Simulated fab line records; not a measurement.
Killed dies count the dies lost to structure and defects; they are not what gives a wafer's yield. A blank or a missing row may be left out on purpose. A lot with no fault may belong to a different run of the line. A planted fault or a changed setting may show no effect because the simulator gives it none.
Comparing a struck lot with a sound one	flow sky130	15 steps out of a route of 708
Sound: wafers L472.1, L472.4, L472.5. Struck: wafers L488.1, L488.3, L488.5. The cause is named last.
Each step with rows lists, per side, the tool, then ch with its chambers, then its first start. Under that, the readings that differ: sound wafers	struck wafers	difference of the means	sigmas: that difference in standard deviations of wafers without a fault.
alike: a reading whose means differ by less than 2 such deviations, as well as words and numbers matching on both sides. not compared: withheld readings; readings where some wafer has no value; bounds like >300 that might hide an equal value; numbers whose values overlap and for which the record gives no deviation.
Wherever a step has rows on one side only, a row that says differs or no value, or a row with sigmas, the two part there. Numbers that don't overlap but have no deviation are shown without sigmas and don't part them. Lack of a reading on every wafer of one side parts them only where that side has two or more wafers.

SKY_VIA3_CMP_02: polishes SiO2.
  sound on cmp-02 ch 0,1,2, day 38 11:37; struck on cmp-02 ch 0,2,3, day 43 08:01
  alike: motor current A, platen rpm
SKY_VIA3_BOW_MEAS_03:
  sound on film metro-04, day 38 11:55; struck on film metro-03, day 43 08:19
  alike: VIA3_BOW
then, 8 steps without rows for these wafers: SKY_VIA3_DEHYDRATE_04 (time 60 s); SKY_VIA3_HMDS_05 (prime time 60 s); SKY_VIA3_COAT_06 (resist thk 60 nm); SKY_VIA3_COAT_07 (resist thk 450 nm); SKY_VIA3_SOFTBAKE_08 (time 90 s); SKY_VIA3_EXPOSE_09 (exposes mask VIM3, target cd 200 nm); SKY_VIA3_PEB_10; SKY_VIA3_DEVELOP_11 (develop time 60 s).
SKY_VIA3_CD_MEAS_12: target cd 200 nm.
  sound on cd sem-02, day 39 13:32; struck on cd sem-02, day 44 06:16
  alike: cd nm
SKY_VIA3_OVL_MEAS_13:
  sound on overlay-01, day 39 13:40; struck on overlay-01, day 44 06:23
  alike: VIA3_OVL
SKY_VIA3_ETCH_14: etches BARC in N2/H2, stops on SiO2, time 45.9 s, target depth 60 nm.
  sound on rie diel-02 ch 0,1,2, day 39 13:41; struck on rie diel-02 ch 0,1,3, day 44 06:25
reading	sound	struck	difference	sigmas
oes product au (a.u.)	0.854 0.856 0.852	0.912 0.917 0.912	+0.060	+13
run length s (s)	75.1 74.9 74.9	72.1 71.0 71.2	-3.5	-7
model.KrF-thick_of_VIA3_COAT_07.thk nm (nm)	391.6 392.4 394.2	398.3 398.1 397.5	+5.2	
  alike: drypump motor current A, throttle valve pct
  not compared: rf hours counter h
SKY_VIA3_ETCH_15: etches SiO2 in C4F8/O2/Ar, stops on TiN, target depth 507 nm, time 78 s.
  sound on rie diel-02 ch 0,1,2, day 39 13:44; struck on rie diel-02 ch 0,1,3, day 44 06:28
  alike: oes product au, run length s
  not compared: rf hours counter h
next, for these wafers, 1 step has no rows: SKY_PAD_OPEN_PROBE_99.

WHERE THEY PART
SKY_VIA3_ETCH_14 only, going by this record. Later steps at which nothing parts them and some readings are alike: SKY_VIA3_ETCH_15.

WHY: the cause the simulator had injected
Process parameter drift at SKY_VIA3_ETCH_14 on rie diel-02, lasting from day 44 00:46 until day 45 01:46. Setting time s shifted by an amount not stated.
